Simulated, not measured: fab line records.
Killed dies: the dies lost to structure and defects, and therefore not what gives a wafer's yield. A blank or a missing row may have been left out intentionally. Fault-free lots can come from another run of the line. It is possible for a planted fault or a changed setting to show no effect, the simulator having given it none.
Code-filled problem report in 8D (eight disciplines) form	flow sky130	the parts of the form that need people (team, actions taken, sign-off) are left out

## 1. WHAT IS WRONG
Wafers without a fault read 3000.1 rpm, standard deviation 2; spinSpeedRpm at SKY_SONOS_TUNNEL_COAT_02 reads a mean of 2922.8 rpm on 9 wafers belonging to 3 lots. Measured from the usual mean, that is -39 standard deviations.
The step: resist thk 1140 nm.
The first sign was on wafer L706.1 at day 12 22:10, on lithoTrack-04. At this step, 21 wafers from 7 lots have a number in the record. By rule, "out" or "out of limits" means more than 4 standard deviations away from the usual mean. Any other wafer with a number is counted as sound.

## 2. WHAT IT IS; WHAT IT IS NOT
question	is	is not
which readings at this step	spinSpeedRpm	dispensePressureKPa, resistLineTempC
which lots	L706, L707, L708	L701, L715, L717, L719
which wafers of those lots	all that have a number	-
read on which tools	lithoTrack-04	lithoTrack-03
when	from day 12 22:10	up to then (3 sound wafers); but 9 sound wafers of L715, L717, L719 came after

## 3. WHAT RULES OUT EACH SUSPECT
Counting: a tool at any process step up to the reading remains a suspect when it ran all the lots that are out and ran no sound lot after the first of those.
- lithoTrack-04 at SKY_SONOS_TUNNEL_COAT_02 (resist thk 1140 nm): ruled out as a lasting fault. Sound lots L717, L719 ran on it after its first lot that is out, L706 (day 12 22:10).
Left after counting: nothing in the record.

## 4. THE CAUSE (what the simulator had put in)
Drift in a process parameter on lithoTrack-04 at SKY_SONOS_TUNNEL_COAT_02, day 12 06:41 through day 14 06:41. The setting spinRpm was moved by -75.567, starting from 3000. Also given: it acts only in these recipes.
Counting ruled it out, wrongly.

## 5. THE EFFECT CHAIN, in route order
One row per reading whose mean, taken over the struck wafers that have a number, lies over 3 standard deviations from the usual. Readings are gone through only where the record gives a usual standard deviation; hours: the median, over the lots, of the time from a lot's start at the first step in this table giving one to that lot's start at this step; sigmas: the change measured in usual standard deviations.
hours	step	reading	usual	on struck wafers	change	sigmas
0	SKY_SONOS_TUNNEL_COAT_02	spinSpeedRpm	3000.1 rpm	2922.8	-77.3	-39
Its process steps:
- SKY_SONOS_TUNNEL_COAT_02: resist thk 1140 nm.
At these later measuring or inspecting steps, every struck wafer for which the step has a row has a number for every such reading, and none has moved that far: SKY_SONOS_TUNNEL_CD_MEAS_07.

## 6. WHAT WOULD HAVE CAUGHT IT SOONER
The fault began at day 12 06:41; the first out-of-limits reading in this record came at day 12 22:10, 15 hours later.
